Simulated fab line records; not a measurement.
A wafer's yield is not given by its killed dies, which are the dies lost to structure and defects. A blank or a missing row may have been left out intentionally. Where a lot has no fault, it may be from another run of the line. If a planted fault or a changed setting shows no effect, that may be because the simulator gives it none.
Matching of chambers || flow sky130 || SKY_VIA4_CMP_21 on cmp-02 has 4 sister chambers
The step polishes, stops on SiO2, t overpolish 25 s, target thk 0 nm. 20 wafers are shown with their chamber, then 10 later ones without.

WAFERS PAIRED WITH THEIR CHAMBERS
{"wafer": "L157.1", "chamber": 0, "motor-current-A (A)": 10.5, "time-to-endpoint-s (s)": 116, "overpolish-run-s (s)": 24.995}
{"wafer": "L157.2", "chamber": 1, "motor-current-A (A)": 11.3, "time-to-endpoint-s (s)": 123, "overpolish-run-s (s)": 24.993}
{"wafer": "L157.6", "chamber": 3, "motor-current-A (A)": 10.8, "time-to-endpoint-s (s)": 125, "overpolish-run-s (s)": 24.997}
{"wafer": "L159.3", "chamber": 3, "motor-current-A (A)": 12.0, "time-to-endpoint-s (s)": 120, "overpolish-run-s (s)": 25.009}
{"wafer": "L159.5", "chamber": 3, "motor-current-A (A)": 11.4, "time-to-endpoint-s (s)": 122, "overpolish-run-s (s)": 24.998}
{"wafer": "L159.6", "chamber": 2, "motor-current-A (A)": 12.6, "time-to-endpoint-s (s)": 118, "overpolish-run-s (s)": 25.005}
{"wafer": "L160.1", "chamber": 0, "motor-current-A (A)": 10.5, "time-to-endpoint-s (s)": 113, "overpolish-run-s (s)": 24.979}
{"wafer": "L160.4", "chamber": 2, "motor-current-A (A)": 11.9, "time-to-endpoint-s (s)": 116, "overpolish-run-s (s)": 25.000}
{"wafer": "L160.6", "chamber": 2, "motor-current-A (A)": 11.8, "time-to-endpoint-s (s)": 117, "overpolish-run-s (s)": 25.015}
{"wafer": "L161.1", "chamber": 1, "motor-current-A (A)": 11.3, "time-to-endpoint-s (s)": 119, "overpolish-run-s (s)": 24.990}
{"wafer": "L161.4", "chamber": 2, "motor-current-A (A)": 12.4, "time-to-endpoint-s (s)": 121, "overpolish-run-s (s)": 25.002}
{"wafer": "L161.6", "chamber": 1, "motor-current-A (A)": 11.6, "time-to-endpoint-s (s)": 121, "overpolish-run-s (s)": 25.021}
{"wafer": "L162.1", "chamber": 1, "motor-current-A (A)": 11.0, "time-to-endpoint-s (s)": 119, "overpolish-run-s (s)": 25.016}
{"wafer": "L162.2", "chamber": 0, "motor-current-A (A)": 11.3, "time-to-endpoint-s (s)": 117, "overpolish-run-s (s)": 25.008}
{"wafer": "L162.5", "chamber": 3, "motor-current-A (A)": 11.2, "time-to-endpoint-s (s)": 117, "overpolish-run-s (s)": 24.993}
{"wafer": "L164.1", "chamber": 2, "motor-current-A (A)": 12.1, "time-to-endpoint-s (s)": 121, "overpolish-run-s (s)": 25.013}
{"wafer": "L164.2", "chamber": 3, "motor-current-A (A)": 11.2, "time-to-endpoint-s (s)": 124, "overpolish-run-s (s)": 25.006}
{"wafer": "L164.5", "chamber": 1, "motor-current-A (A)": 11.0, "time-to-endpoint-s (s)": 120, "overpolish-run-s (s)": 24.994}
{"wafer": "L166.4", "chamber": 3, "motor-current-A (A)": 11.8, "time-to-endpoint-s (s)": 127, "overpolish-run-s (s)": 24.993}
{"wafer": "L166.5", "chamber": 0, "motor-current-A (A)": 10.7, "time-to-endpoint-s (s)": 118, "overpolish-run-s (s)": 25.003}

SIGNATURES, as means of the wafers listed above
{"reading": "motor-current-A", "chamber 0": 10.750, "chamber 1": 11.240, "chamber 2": 12.160, "chamber 3": 11.400, "scatter within a chamber": 0.362}
{"reading": "time-to-endpoint-s", "chamber 0": 116.00, "chamber 1": 120.40, "chamber 2": 118.60, "chamber 3": 122.50, "scatter within a chamber": 2.64}
{"reading": "overpolish-run-s", "chamber 0": 24.99625, "chamber 1": 25.00280, "chamber 2": 25.00700, "chamber 3": 24.99933, "scatter within a chamber": 0.0104}
Rule: for each reading, subtract the chamber's mean from the wafer's reading, divide by that reading's scatter and square the result; add these up over the readings and take the root, which gives the wafer's distance from the chamber. The wafer belongs to the nearest chamber; if the next one is less than 2 further off, it can't be placed. How the scatter is found: for the shown wafers, subtract from each reading the mean of its chamber, square and add these, divide the total by (wafers less chambers), then take the root.

WAFERS WHOSE CHAMBER IS MISSING
{"wafer": "L166.6", "motor-current-A (A)": 11.7, "time-to-endpoint-s (s)": 124, "overpolish-run-s (s)": 24.998}
{"wafer": "L173.2", "motor-current-A (A)": 11.0, "time-to-endpoint-s (s)": 120, "overpolish-run-s (s)": 25.008}
{"wafer": "L173.3", "motor-current-A (A)": 10.8, "time-to-endpoint-s (s)": 124, "overpolish-run-s (s)": 24.994}
{"wafer": "L173.5", "motor-current-A (A)": 11.9, "time-to-endpoint-s (s)": 118, "overpolish-run-s (s)": 24.999}
{"wafer": "L175.3", "motor-current-A (A)": 11.2, "time-to-endpoint-s (s)": 122, "overpolish-run-s (s)": 25.011}
{"wafer": "L175.4", "motor-current-A (A)": 10.7, "time-to-endpoint-s (s)": 123, "overpolish-run-s (s)": 24.999}
{"wafer": "L175.6", "motor-current-A (A)": 11.8, "time-to-endpoint-s (s)": 122, "overpolish-run-s (s)": 24.992}
{"wafer": "L176.1", "motor-current-A (A)": 9.9, "time-to-endpoint-s (s)": 116, "overpolish-run-s (s)": 24.998}
{"wafer": "L176.3", "motor-current-A (A)": 11.8, "time-to-endpoint-s (s)": 126, "overpolish-run-s (s)": 24.999}
{"wafer": "L176.6", "motor-current-A (A)": 11.3, "time-to-endpoint-s (s)": 123, "overpolish-run-s (s)": 24.994}

EACH ONE'S CHAMBER
{"wafer": "L166.6", "from the rows above": "can't be placed: 3 or 1 or 2", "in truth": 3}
{"wafer": "L173.2", "from the rows above": "can't be placed: 1 or 3 or 0", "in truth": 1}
{"wafer": "L173.3", "from the rows above": "can't be placed: 3 or 1 or 0", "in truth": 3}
{"wafer": "L173.5", "from the rows above": "can't be placed: 2 or 1 or 3", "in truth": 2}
{"wafer": "L175.3", "from the rows above": "can't be placed: 1 or 3 or 0 or 2", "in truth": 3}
{"wafer": "L175.4", "from the rows above": "can't be placed: 1 or 3 or 0", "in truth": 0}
{"wafer": "L175.6", "from the rows above": "can't be placed: 3 or 1 or 2", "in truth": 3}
{"wafer": "L176.1", "from the rows above": "can't be placed: 0 or 1", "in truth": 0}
{"wafer": "L176.3", "from the rows above": "can't be placed: 3 or 1 or 2", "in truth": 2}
{"wafer": "L176.6", "from the rows above": "can't be placed: 3 or 1", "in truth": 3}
Correct placement for 0 of the 10. Unplaceable from these rows: 10, with the true chamber sitting among the candidates in 10. Placed wrongly: 0.
